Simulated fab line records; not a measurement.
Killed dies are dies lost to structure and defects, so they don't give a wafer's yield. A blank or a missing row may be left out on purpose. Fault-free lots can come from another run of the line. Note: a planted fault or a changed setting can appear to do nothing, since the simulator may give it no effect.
The tool behind it: which one? -- flow sky130 -- 33 wafers from 11 lots sampled at 3 of the route's 708 steps

== WHAT EACH GAUGE READ, for each wafer ==
SKY_VIA1_CD_MEAS_12: the cd target is 150 nm.
lot,measured,on,cdNm (nm)
L842,day 33 14:07,cdSem-02,151.4 149.8 150.0
L843,day 34 02:16,cdSem-01,149.4 149.6 149.1
L844,day 35 05:27,cdSem-02,151.9 150.4 152.4
L847,day 35 21:58,cdSem-02,151.7 151.4 151.1
L851,day 36 21:53,cdSem-02,149.1 149.8 147.9
L852,day 36 23:25,cdSem-02,148.7 148.3 149.3
L853,day 37 14:38,cdSem-01,150.8 151.6 150.0
L854,day 37 15:50,cdSem-02,147.9 149.3 148.9
L855,day 38 00:17,cdSem-02,147.3 146.4 148.4
L858,day 38 07:46,cdSem-01,146.4 147.1 147.3
L859,day 38 09:15,cdSem-01,83.3 150.7 154.0 83.2 151.1 154.3

== WHAT TOOL EACH LOT RAN ON (gives the tool, then ch and the chambers of the sampled wafers, and finally the start) ==
lot,SKY_METAL1_ETCH_18,SKY_VIA1_EXPOSE_09
L842,"rieMetal-02 ch 0,1, day 32 10:27","krfScanner-02 ch 0, day 33 00:26"
L843,"rieMetal-02 ch 0, day 32 22:59","krfScanner-02 ch 0, day 33 14:25"
L844,"rieMetal-02 ch 0,1, day 34 02:48","krfScanner-02 ch 0, day 34 18:09"
L847,"rieMetal-04 ch 0,1, day 34 18:41","krfScanner-02 ch 0, day 35 08:35"
L851,"rieMetal-03 ch 0,1, day 35 19:32","krfScanner-01 ch 0, day 36 08:05"
L852,"rieMetal-03 ch 0,1, day 35 20:28","krfScanner-01 ch 0, day 36 09:37"
L853,"rieMetal-02 ch 0,1, day 36 12:01","krfScanner-02 ch 0, day 37 02:22"
L854,"rieMetal-04 ch 0,1, day 36 12:24","krfScanner-02 ch 0, day 37 02:56"
L855,"rieMetal-03 ch 0,1, day 36 21:17","krfScanner-01 ch 0, day 37 09:45"
L858,"rieMetal-03 ch 0,1, day 37 04:27","krfScanner-02 ch 0, day 37 19:29"
L859,"rieMetal-02 ch 1, day 37 05:19","krfScanner-01 ch 0, day 37 21:17"
- SKY_METAL1_ETCH_18: etches BARC in N2/H2, stops on SiO2, time 45.9 s, target depth 60 nm.
- SKY_VIA1_EXPOSE_09: exposes mask VIM, target cd 150 nm.

== THE ANSWER, worked out from the rows above alone ==
Rule: the usual values come from the lots themselves. Put in order of their means at a reading, lots are off if they are a third of the lots or fewer, leave a main group of 4 or more, and stand apart from it by a gap of 3 or more times the standard deviation of the main group's means; of several such gaps the widest counts. The tables above print the reading to a certain number of digits; a main group whose means all agree to those digits is not used. A lot without any number at a reading at which 4 lots or more have one is off too. All remaining lots with rows at the step are treated as sound.
Off: L859, at SKY_VIA1_CD_MEAS_12 (cdNm). For the main group the mean is 149.4 nm and the standard deviation 1.5.
If a tool, at a process step before that reading, ran all the lots that are off and no sound lot after the first of them, it fits. Those tools and the gauges at SKY_VIA1_CD_MEAS_12 are tried in the same way. Can't be told from this: 3 tools fit, rieMetal-02 at SKY_METAL1_ETCH_18, krfScanner-01 at SKY_VIA1_EXPOSE_09, cdSem-01 at SKY_VIA1_CD_MEAS_12.

== WHAT THE SIMULATOR HAD PUT IN ==
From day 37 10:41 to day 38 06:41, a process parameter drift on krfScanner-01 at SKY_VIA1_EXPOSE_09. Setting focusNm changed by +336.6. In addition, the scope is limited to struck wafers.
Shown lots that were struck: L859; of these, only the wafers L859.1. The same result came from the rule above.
